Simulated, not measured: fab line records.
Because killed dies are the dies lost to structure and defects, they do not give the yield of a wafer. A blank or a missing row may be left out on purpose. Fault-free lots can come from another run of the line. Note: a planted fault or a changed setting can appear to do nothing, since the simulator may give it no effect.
8D (eight disciplines) problem report, filled in by code :: flow sky130 :: the parts of the form that need people (team, actions taken, sign-off) are left out

1. WHAT WENT WRONG
Wafers without a fault read 3.5, standard deviation 2; killed_at_M4_up at SKY_PAD_OPEN_PROBE_99 reads a mean of 56.0 on 6 wafers belonging to 2 lots. Relative to the usual mean, that is a shift of +26 standard deviations.
Earliest sighting: wafer L706.1 on prober-02 at day 50 16:16. The record has a number at this step for 9 wafers belonging to 3 lots. Rule for "out", or "out of limits": more than 4 standard deviations from the usual mean. The rest of the wafers with a number are treated as sound.

2. WHAT IT IS, WHAT IT ISN'T
question: which readings at this step
is: killed_at_M4_up, defect-limited-yield, killed-dies
is not: killed_at_M0_to_M3, killed-at-contacts, killed-at-front-end, killed-at-other, killed-open, killed-short

question: which lots
is: L706, L708
is not: L699

question: which wafers of those lots
is: all that have a number
is not: -

question: read on which tools
is: prober-01, prober-02
is not: -

question: when
is: from day 50 16:16
is not: up to then (3 sound wafers)

3. SUSPECTS, AND WHAT RULES EACH OUT
Counting: any tool at a process step up to the reading is kept as a suspect provided that every lot that is out went through it and no sound lot did after the first of them.
- pvd-sputter-02 at SKY_METAL4_SPUTTER_02 (material AlCu, target thk 735 nm, time 39.1 s): kept. It ran every lot that is out, first L706 (day 45 18:52), and no sound lot after that.
- rie-metal-03 at SKY_METAL4_DESCUM_15 (chemistry O2, time 8 s): kept. It ran every lot that is out, first L706 (day 47 12:47), and no sound lot after that.
- rie-metal-03 at SKY_METAL4_ETCH_16 (etches BARC in N2/H2, stops on SiO2, time 88.2 s, target depth 60 nm): kept. It ran every lot that is out, first L706 (day 47 12:50), and no sound lot after that.
Left after counting: pvd-sputter-02 at SKY_METAL4_SPUTTER_02, rie-metal-03 at SKY_METAL4_DESCUM_15, rie-metal-03 at SKY_METAL4_ETCH_16.

4. THE CAUSE (what the simulator had put in)
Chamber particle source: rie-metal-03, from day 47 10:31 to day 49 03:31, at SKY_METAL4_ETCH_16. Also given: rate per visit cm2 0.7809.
Of the 3 suspects that counting leaves, this tool is one.

5. THE CHAIN OF EFFECTS, in route order
Each row: a reading whose mean over the struck wafers that have a number lies more than 3 standard deviations from the usual. Scope: only readings with a usual standard deviation given in the record; hours: median across lots of the time from each lot's start at the first step in this table that gives one to its start at this step; sigmas: change in usual standard deviations.
hours: 0
step: SKY_PAD_OPEN_PROBE_99
reading: defect-limited-yield
usual: 82.6 %
on struck wafers: 72.9
change: -9.7
sigmas: -5.1

hours: 0
step: SKY_PAD_OPEN_PROBE_99
reading: killed_at_M4_up
usual: 3.5
on struck wafers: 56.0
change: +52.5
sigmas: +26

hours: 0
step: SKY_PAD_OPEN_PROBE_99
reading: killed-dies
usual: 85
on struck wafers: 134
change: +48
sigmas: +5.2
It contains these process steps:
- SKY_PAD_OPEN_PROBE_99

6. HOW IT WOULD HAVE BEEN CAUGHT EARLIER
First out-of-limits reading in this record: day 50 16:16, which is 78 hours after fault onset at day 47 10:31.
Of the tool readings at SKY_METAL4_ETCH_16 for which the record gives a usual standard deviation, none was out on any struck wafer, so an alarm limit of 4 standard deviations on them would not have fired.
Each of the lots that are out, 2 in all, had begun SKY_METAL4_ETCH_16 on rie-metal-03 no later than day 50 16:16. Had the tool been put on hold then, not one of them would have been saved.
